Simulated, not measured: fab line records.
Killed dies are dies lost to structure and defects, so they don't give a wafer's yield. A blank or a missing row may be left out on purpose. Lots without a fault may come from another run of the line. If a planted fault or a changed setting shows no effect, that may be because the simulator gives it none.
What tool caused it? || flow sky130 || Sampling: 15 lots, 45 wafers, 6 of 708 route steps

== WHAT THE GAUGES SHOWED, per wafer ==
SKY_VIA2_RS_MEAS_22: uses a four-point probe to measure.
{"lot": "L819", "measured": "day 36 02:26", "on": "film metro-03", "VIA2_W_RS (ohm/sq)": "0.2734 0.2715 0.2771"}
{"lot": "L821", "measured": "day 36 19:01", "on": "film metro-04", "VIA2_W_RS (ohm/sq)": "0.2715 0.2733 0.2731"}
{"lot": "L823", "measured": "day 37 16:51", "on": "film metro-02", "VIA2_W_RS (ohm/sq)": "0.2725 0.2711 0.2738"}
{"lot": "L824", "measured": "day 38 13:12", "on": "film metro-03", "VIA2_W_RS (ohm/sq)": "0.2717 0.2723 0.2716"}
{"lot": "L826", "measured": "day 38 19:14", "on": "film metro-03", "VIA2_W_RS (ohm/sq)": "0.2767 0.2736 0.2776"}
{"lot": "L830", "measured": "day 39 22:20", "on": "film metro-04", "VIA2_W_RS (ohm/sq)": "0.2729 0.2682 0.2709"}
{"lot": "L831", "measured": "day 40 03:30", "on": "film metro-04", "VIA2_W_RS (ohm/sq)": "0.2743 0.2725 0.2755"}
{"lot": "L832", "measured": "day 40 12:38", "on": "film metro-03", "VIA2_W_RS (ohm/sq)": "0.2683 0.2727 0.2711"}
{"lot": "L833", "measured": "day 40 19:26", "on": "film metro-03", "VIA2_W_RS (ohm/sq)": "0.2708 0.2698 0.2722"}
{"lot": "L834", "measured": "day 40 20:49", "on": "film metro-04", "VIA2_W_RS (ohm/sq)": "0.2796 0.2704 0.2778"}
{"lot": "L837", "measured": "day 41 13:08", "on": "film metro-04", "VIA2_W_RS (ohm/sq)": "0.2701 0.2704 0.2696"}
{"lot": "L838", "measured": "day 41 23:10", "on": "film metro-04", "VIA2_W_RS (ohm/sq)": "0.2713 0.2700 0.2771"}
{"lot": "L839", "measured": "day 42 07:54", "on": "film metro-03", "VIA2_W_RS (ohm/sq)": "0.2697 0.2711 0.2704"}
{"lot": "L840", "measured": "day 42 10:21", "on": "film metro-03", "VIA2_W_RS (ohm/sq)": "0.2685 0.2687 0.2707"}
{"lot": "L842", "measured": "day 42 20:54", "on": "film metro-04", "VIA2_W_RS (ohm/sq)": "0.2732 0.2704 0.2716"}

SKY_CAPM_RS_MEAS_03: uses a four-point probe to measure.
{"lot": "L819", "measured": "day 36 03:16", "on": "film metro-01", "CAPM_TIN_RS (ohm/sq)": "6.94 6.92 6.95"}
{"lot": "L821", "measured": "day 36 19:50", "on": "film metro-02", "CAPM_TIN_RS (ohm/sq)": "6.98 6.95 6.99"}
{"lot": "L823", "measured": "day 37 17:41", "on": "film metro-03", "CAPM_TIN_RS (ohm/sq)": "7.09 7.06 7.12"}
{"lot": "L824", "measured": "day 38 14:01", "on": "film metro-03", "CAPM_TIN_RS (ohm/sq)": "6.82 6.88 6.86"}
{"lot": "L826", "measured": "day 38 20:05", "on": "film metro-02", "CAPM_TIN_RS (ohm/sq)": "7.04 7.00 6.97"}
{"lot": "L830", "measured": "day 39 23:10", "on": "film metro-03", "CAPM_TIN_RS (ohm/sq)": "6.80 6.80 6.73"}
{"lot": "L831", "measured": "day 40 04:20", "on": "film metro-01", "CAPM_TIN_RS (ohm/sq)": "- - -"}
{"lot": "L832", "measured": "day 40 13:39", "on": "film metro-02", "CAPM_TIN_RS (ohm/sq)": "- - -"}
{"lot": "L833", "measured": "day 40 20:16", "on": "film metro-03", "CAPM_TIN_RS (ohm/sq)": "- - -"}
{"lot": "L834", "measured": "day 40 21:39", "on": "film metro-01", "CAPM_TIN_RS (ohm/sq)": "6.94 6.92 6.95"}
{"lot": "L837", "measured": "day 41 13:57", "on": "film metro-02", "CAPM_TIN_RS (ohm/sq)": "6.88 6.90 6.86"}
{"lot": "L838", "measured": "day 41 23:59", "on": "film metro-03", "CAPM_TIN_RS (ohm/sq)": "6.93 6.93 6.95"}
{"lot": "L839", "measured": "day 42 08:44", "on": "film metro-01", "CAPM_TIN_RS (ohm/sq)": "6.91 6.87 6.82"}
{"lot": "L840", "measured": "day 42 11:11", "on": "film metro-01", "CAPM_TIN_RS (ohm/sq)": "6.91 6.88 6.96"}
{"lot": "L842", "measured": "day 42 21:44", "on": "film metro-03", "CAPM_TIN_RS (ohm/sq)": "6.84 6.88 6.87"}

SKY_CAPM_THK_MEAS_04: measures by xrf.
{"lot": "L819", "measured": "day 36 03:23", "on": "film metro-01", "CAPM_TIN_THK (nm)": "202.1 203.0 200.9"}
{"lot": "L821", "measured": "day 36 19:58", "on": "film metro-02", "CAPM_TIN_THK (nm)": "199.7 200.1 199.6"}
{"lot": "L823", "measured": "day 37 17:47", "on": "film metro-03", "CAPM_TIN_THK (nm)": "194.9 196.0 194.1"}
{"lot": "L824", "measured": "day 38 14:07", "on": "film metro-03", "CAPM_TIN_THK (nm)": "202.4 201.5 201.9"}
{"lot": "L826", "measured": "day 38 20:11", "on": "film metro-02", "CAPM_TIN_THK (nm)": "196.2 198.3 198.3"}
{"lot": "L830", "measured": "day 39 23:16", "on": "film metro-03", "CAPM_TIN_THK (nm)": "203.1 203.6 206.1"}
{"lot": "L831", "measured": "day 40 04:26", "on": "film metro-01", "CAPM_TIN_THK (nm)": "<0.0 <0.0 <0.0"}
{"lot": "L832", "measured": "day 40 13:46", "on": "film metro-02", "CAPM_TIN_THK (nm)": "<0.0 <0.0 <0.0"}
{"lot": "L833", "measured": "day 40 20:23", "on": "film metro-03", "CAPM_TIN_THK (nm)": "<0.0 <0.0 <0.0"}
{"lot": "L834", "measured": "day 40 21:44", "on": "film metro-01", "CAPM_TIN_THK (nm)": "201.5 201.7 200.5"}
{"lot": "L837", "measured": "day 41 14:02", "on": "film metro-02", "CAPM_TIN_THK (nm)": "199.9 199.1 200.3"}
{"lot": "L838", "measured": "day 42 00:05", "on": "film metro-03", "CAPM_TIN_THK (nm)": "199.7 199.0 199.6"}
{"lot": "L839", "measured": "day 42 08:50", "on": "film metro-01", "CAPM_TIN_THK (nm)": "201.1 202.3 203.9"}
{"lot": "L840", "measured": "day 42 11:18", "on": "film metro-01", "CAPM_TIN_THK (nm)": "202.5 203.1 200.5"}
{"lot": "L842", "measured": "day 42 21:50", "on": "film metro-03", "CAPM_TIN_THK (nm)": "202.9 200.6 202.6"}

== TOOL THAT RAN EACH LOT (tool first, then ch and the chambers of the sampled wafers, then the start) ==
{"lot": "L819", "SKY_VIA2_CMP_24": "cmp-01 ch 1,3, day 36 02:40", "SKY_METAL3_SPUTTER_04": "pvd sputter-03, day 36 03:01", "SKY_CAPM_SPUTTER_02": "pvd sputter-01, day 36 03:09"}
{"lot": "L821", "SKY_VIA2_CMP_24": "cmp-01 ch 0,1,3, day 36 19:12", "SKY_METAL3_SPUTTER_04": "pvd sputter-03, day 36 19:36", "SKY_CAPM_SPUTTER_02": "pvd sputter-01, day 36 19:44"}
{"lot": "L823", "SKY_VIA2_CMP_24": "cmp-02 ch 0,2,3, day 37 17:01", "SKY_METAL3_SPUTTER_04": "pvd sputter-03, day 37 17:25", "SKY_CAPM_SPUTTER_02": "pvd sputter-02, day 37 17:33"}
{"lot": "L824", "SKY_VIA2_CMP_24": "cmp-01 ch 1,2,3, day 38 13:28", "SKY_METAL3_SPUTTER_04": "pvd sputter-01, day 38 13:43", "SKY_CAPM_SPUTTER_02": "pvd sputter-02, day 38 13:51"}
{"lot": "L826", "SKY_VIA2_CMP_24": "cmp-01 ch 0,3, day 38 19:24", "SKY_METAL3_SPUTTER_04": "pvd sputter-04, day 38 19:48", "SKY_CAPM_SPUTTER_02": "pvd sputter-01, day 38 19:57"}
{"lot": "L830", "SKY_VIA2_CMP_24": "cmp-02 ch 0,2, day 39 22:31", "SKY_METAL3_SPUTTER_04": "pvd sputter-01, day 39 22:53", "SKY_CAPM_SPUTTER_02": "pvd sputter-03, day 39 23:01"}
{"lot": "L831", "SKY_VIA2_CMP_24": "cmp-02 ch 0,2,3, day 40 03:46", "SKY_METAL3_SPUTTER_04": "pvd sputter-03, day 40 04:04", "SKY_CAPM_SPUTTER_02": "pvd sputter-02, day 40 04:12"}
{"lot": "L832", "SKY_VIA2_CMP_24": "cmp-01 ch 0,2,3, day 40 13:01", "SKY_METAL3_SPUTTER_04": "pvd sputter-04, day 40 13:25", "SKY_CAPM_SPUTTER_02": "pvd sputter-02, day 40 13:32"}
{"lot": "L833", "SKY_VIA2_CMP_24": "cmp-01 ch 0,2,3, day 40 19:37", "SKY_METAL3_SPUTTER_04": "pvd sputter-04, day 40 20:01", "SKY_CAPM_SPUTTER_02": "pvd sputter-02, day 40 20:09"}
{"lot": "L834", "SKY_VIA2_CMP_24": "cmp-02 ch 0,3, day 40 20:56", "SKY_METAL3_SPUTTER_04": "pvd sputter-01, day 40 21:21", "SKY_CAPM_SPUTTER_02": "pvd sputter-01, day 40 21:29"}
{"lot": "L837", "SKY_VIA2_CMP_24": "cmp-02 ch 2,3, day 41 13:15", "SKY_METAL3_SPUTTER_04": "pvd sputter-01, day 41 13:39", "SKY_CAPM_SPUTTER_02": "pvd sputter-02, day 41 13:47"}
{"lot": "L838", "SKY_VIA2_CMP_24": "cmp-01 ch 2,3, day 41 23:21", "SKY_METAL3_SPUTTER_04": "pvd sputter-01, day 41 23:42", "SKY_CAPM_SPUTTER_02": "pvd sputter-02, day 41 23:50"}
{"lot": "L839", "SKY_VIA2_CMP_24": "cmp-02 ch 0,2,3, day 42 08:04", "SKY_METAL3_SPUTTER_04": "pvd sputter-03, day 42 08:28", "SKY_CAPM_SPUTTER_02": "pvd sputter-02, day 42 08:36"}
{"lot": "L840", "SKY_VIA2_CMP_24": "cmp-02 ch 2,3, day 42 10:35", "SKY_METAL3_SPUTTER_04": "pvd sputter-01, day 42 10:56", "SKY_CAPM_SPUTTER_02": "pvd sputter-02, day 42 11:04"}
{"lot": "L842", "SKY_VIA2_CMP_24": "cmp-02 ch 0,1,2, day 42 21:05", "SKY_METAL3_SPUTTER_04": "pvd sputter-01, day 42 21:27", "SKY_CAPM_SPUTTER_02": "pvd sputter-02, day 42 21:35"}
- SKY_VIA2_CMP_24: polishes, stops on SiO2, t overpolish 20 s, target thk 0 nm.
- SKY_METAL3_SPUTTER_04: material TiN, target thk 70 nm, time 58.3 s.
- SKY_CAPM_SPUTTER_02: material TiN, target thk 200 nm, time 166.7 s.

== AS READ BY THE TOOLS THEMSELVES (means over the sampled wafers that have a number; for cases with no such wafer, the mark the record gives instead) ==
SKY_VIA2_CMP_24.
{"lot": "L819", "tool": "cmp-01", "motor current A (A)": 11.0, "overpolish run s (s)": 19.994, "slurry filter dp kPa (kPa)": 13.52, "time to endpoint s (s)": 106}
{"lot": "L821", "tool": "cmp-01", "motor current A (A)": 10.6, "overpolish run s (s)": 20.003, "slurry filter dp kPa (kPa)": 13.60, "time to endpoint s (s)": 105}
{"lot": "L823", "tool": "cmp-02", "motor current A (A)": 11.9, "overpolish run s (s)": 19.998, "slurry filter dp kPa (kPa)": 13.58, "time to endpoint s (s)": 101}
{"lot": "L824", "tool": "cmp-01", "motor current A (A)": 11.0, "overpolish run s (s)": 19.998, "slurry filter dp kPa (kPa)": 13.51, "time to endpoint s (s)": 104}
{"lot": "L826", "tool": "cmp-01", "motor current A (A)": 9.8, "overpolish run s (s)": 19.993, "slurry filter dp kPa (kPa)": 13.49, "time to endpoint s (s)": 104}
{"lot": "L830", "tool": "cmp-02", "motor current A (A)": 11.8, "overpolish run s (s)": 20.002, "slurry filter dp kPa (kPa)": 13.62, "time to endpoint s (s)": 99}
{"lot": "L831", "tool": "cmp-02", "motor current A (A)": 12.0, "overpolish run s (s)": 19.999, "slurry filter dp kPa (kPa)": 13.43, "time to endpoint s (s)": 96}
{"lot": "L832", "tool": "cmp-01", "motor current A (A)": 10.3, "overpolish run s (s)": 19.992, "slurry filter dp kPa (kPa)": 13.48, "time to endpoint s (s)": 106}
{"lot": "L833", "tool": "cmp-01", "motor current A (A)": 10.6, "overpolish run s (s)": 20.001, "slurry filter dp kPa (kPa)": 13.53, "time to endpoint s (s)": 104}
{"lot": "L834", "tool": "cmp-02", "motor current A (A)": 12.1, "overpolish run s (s)": 20.003, "slurry filter dp kPa (kPa)": 13.57, "time to endpoint s (s)": 96}
{"lot": "L837", "tool": "cmp-02", "motor current A (A)": 11.2, "overpolish run s (s)": 19.998, "slurry filter dp kPa (kPa)": 13.49, "time to endpoint s (s)": 97}
{"lot": "L838", "tool": "cmp-01", "motor current A (A)": 10.8, "overpolish run s (s)": 20.001, "slurry filter dp kPa (kPa)": 13.55, "time to endpoint s (s)": 100}
{"lot": "L839", "tool": "cmp-02", "motor current A (A)": 11.7, "overpolish run s (s)": 19.997, "slurry filter dp kPa (kPa)": 13.49, "time to endpoint s (s)": 97}
{"lot": "L840", "tool": "cmp-02", "motor current A (A)": 11.4, "overpolish run s (s)": 19.999, "slurry filter dp kPa (kPa)": 13.52, "time to endpoint s (s)": 108}
{"lot": "L842", "tool": "cmp-02", "motor current A (A)": 11.4, "overpolish run s (s)": 20.000, "slurry filter dp kPa (kPa)": 13.53, "time to endpoint s (s)": 101}

SKY_METAL3_SPUTTER_04.
{"lot": "L819", "tool": "pvd sputter-03", "cathode dc power W (W)": 6500.7, "chamber pressure pa (Pa)": 0.3994, "throttle valve pct (%)": 30.8}
{"lot": "L821", "tool": "pvd sputter-03", "cathode dc power W (W)": 6500.1, "chamber pressure pa (Pa)": 0.3995, "throttle valve pct (%)": 31.0}
{"lot": "L823", "tool": "pvd sputter-03", "cathode dc power W (W)": 6501.0, "chamber pressure pa (Pa)": 0.3998, "throttle valve pct (%)": 29.9}
{"lot": "L824", "tool": "pvd sputter-01", "cathode dc power W (W)": 6501.0, "chamber pressure pa (Pa)": 0.3996, "throttle valve pct (%)": 29.1}
{"lot": "L826", "tool": "pvd sputter-04", "cathode dc power W (W)": 6499.1, "chamber pressure pa (Pa)": 0.4006, "throttle valve pct (%)": 29.9}
{"lot": "L830", "tool": "pvd sputter-01", "cathode dc power W (W)": 6499.7, "chamber pressure pa (Pa)": 0.4002, "throttle valve pct (%)": 29.4}
{"lot": "L831", "tool": "pvd sputter-03", "cathode dc power W (W)": 6500.4, "chamber pressure pa (Pa)": 0.3995, "throttle valve pct (%)": 30.7}
{"lot": "L832", "tool": "pvd sputter-04", "cathode dc power W (W)": 6499.5, "chamber pressure pa (Pa)": 0.3999, "throttle valve pct (%)": 30.0}
{"lot": "L833", "tool": "pvd sputter-04", "cathode dc power W (W)": 6499.9, "chamber pressure pa (Pa)": 0.4007, "throttle valve pct (%)": 29.2}
{"lot": "L834", "tool": "pvd sputter-01", "cathode dc power W (W)": 6499.4, "chamber pressure pa (Pa)": 0.3997, "throttle valve pct (%)": 29.0}
{"lot": "L837", "tool": "pvd sputter-01", "cathode dc power W (W)": 6500.2, "chamber pressure pa (Pa)": 0.3999, "throttle valve pct (%)": 30.1}
{"lot": "L838", "tool": "pvd sputter-01", "cathode dc power W (W)": 6500.7, "chamber pressure pa (Pa)": 0.4000, "throttle valve pct (%)": 29.6}
{"lot": "L839", "tool": "pvd sputter-03", "cathode dc power W (W)": 6500.6, "chamber pressure pa (Pa)": 0.4005, "throttle valve pct (%)": 30.9}
{"lot": "L840", "tool": "pvd sputter-01", "cathode dc power W (W)": 6499.6, "chamber pressure pa (Pa)": 0.4002, "throttle valve pct (%)": 29.1}
{"lot": "L842", "tool": "pvd sputter-01", "cathode dc power W (W)": 6500.3, "chamber pressure pa (Pa)": 0.4008, "throttle valve pct (%)": 29.7}

SKY_CAPM_SPUTTER_02.
{"lot": "L819", "tool": "pvd sputter-01", "cathode dc power W (W)": 6499.2, "chamber pressure pa (Pa)": 0.4014, "throttle valve pct (%)": 29.3}
{"lot": "L821", "tool": "pvd sputter-01", "cathode dc power W (W)": 6499.7, "chamber pressure pa (Pa)": 0.4004, "throttle valve pct (%)": 29.3}
{"lot": "L823", "tool": "pvd sputter-02", "cathode dc power W (W)": 6499.7, "chamber pressure pa (Pa)": 0.3989, "throttle valve pct (%)": 30.2}
{"lot": "L824", "tool": "pvd sputter-02", "cathode dc power W (W)": 6500.0, "chamber pressure pa (Pa)": 0.3998, "throttle valve pct (%)": 30.6}
{"lot": "L826", "tool": "pvd sputter-01", "cathode dc power W (W)": 6499.6, "chamber pressure pa (Pa)": 0.3995, "throttle valve pct (%)": 29.6}
{"lot": "L830", "tool": "pvd sputter-03", "cathode dc power W (W)": 6499.7, "chamber pressure pa (Pa)": 0.4003, "throttle valve pct (%)": 29.0}
{"lot": "L831", "tool": "pvd sputter-02", "cathode dc power W (W)": "-", "chamber pressure pa (Pa)": "-", "throttle valve pct (%)": "-"}
{"lot": "L832", "tool": "pvd sputter-02", "cathode dc power W (W)": "-", "chamber pressure pa (Pa)": "-", "throttle valve pct (%)": "-"}
{"lot": "L833", "tool": "pvd sputter-02", "cathode dc power W (W)": "-", "chamber pressure pa (Pa)": "-", "throttle valve pct (%)": "-"}
{"lot": "L834", "tool": "pvd sputter-01", "cathode dc power W (W)": 6499.4, "chamber pressure pa (Pa)": 0.3998, "throttle valve pct (%)": 29.6}
{"lot": "L837", "tool": "pvd sputter-02", "cathode dc power W (W)": 6500.3, "chamber pressure pa (Pa)": 0.4004, "throttle valve pct (%)": 30.2}
{"lot": "L838", "tool": "pvd sputter-02", "cathode dc power W (W)": 6500.8, "chamber pressure pa (Pa)": 0.3997, "throttle valve pct (%)": 30.1}
{"lot": "L839", "tool": "pvd sputter-02", "cathode dc power W (W)": 6499.2, "chamber pressure pa (Pa)": 0.3995, "throttle valve pct (%)": 30.1}
{"lot": "L840", "tool": "pvd sputter-02", "cathode dc power W (W)": 6501.4, "chamber pressure pa (Pa)": 0.4001, "throttle valve pct (%)": 30.6}
{"lot": "L842", "tool": "pvd sputter-02", "cathode dc power W (W)": 6501.0, "chamber pressure pa (Pa)": 0.3998, "throttle valve pct (%)": 29.8}

== THE ANSWER, worked out from the rows above alone ==
Rule: what is usual is taken from the lots themselves. Put in order of their means at a reading, lots are off if they are a third of the lots or fewer, leave a main group of 4 or more, and stand apart from it by a gap of 3 or more times the standard deviation of the main group's means; of several such gaps the widest counts. A main group is skipped when, at the precision printed for the reading in the tables above, its means are all equal. A lot without any number at a reading at which 4 lots or more have one is off too. Any other lot the step has rows for is counted as sound. The gauges are gone through in route order, then the tools' own readings, and for those a lot's mean is taken as printed above. The first step at which some lot is off is used, and at that step the reading that is off furthest; a lot without a number counts as furthest.
Off: L831, L832, L833, at SKY_CAPM_RS_MEAS_03 (CAPM_TIN_RS). Without a number there: L831, L832, L833. For the main group the mean is 6.92 ohm/sq and the standard deviation 0.078.
If a tool, at a process step before that reading, ran all the lots that are off and no sound lot after the first of them, it fits. The gauges at SKY_CAPM_RS_MEAS_03 aren't tried: what is off there is off at SKY_CAPM_SPUTTER_02 too, on other tools, and a gauge's error can't cause that. Of those tried, none fits.

== WHAT WAS PUT IN BY THE SIMULATOR ==
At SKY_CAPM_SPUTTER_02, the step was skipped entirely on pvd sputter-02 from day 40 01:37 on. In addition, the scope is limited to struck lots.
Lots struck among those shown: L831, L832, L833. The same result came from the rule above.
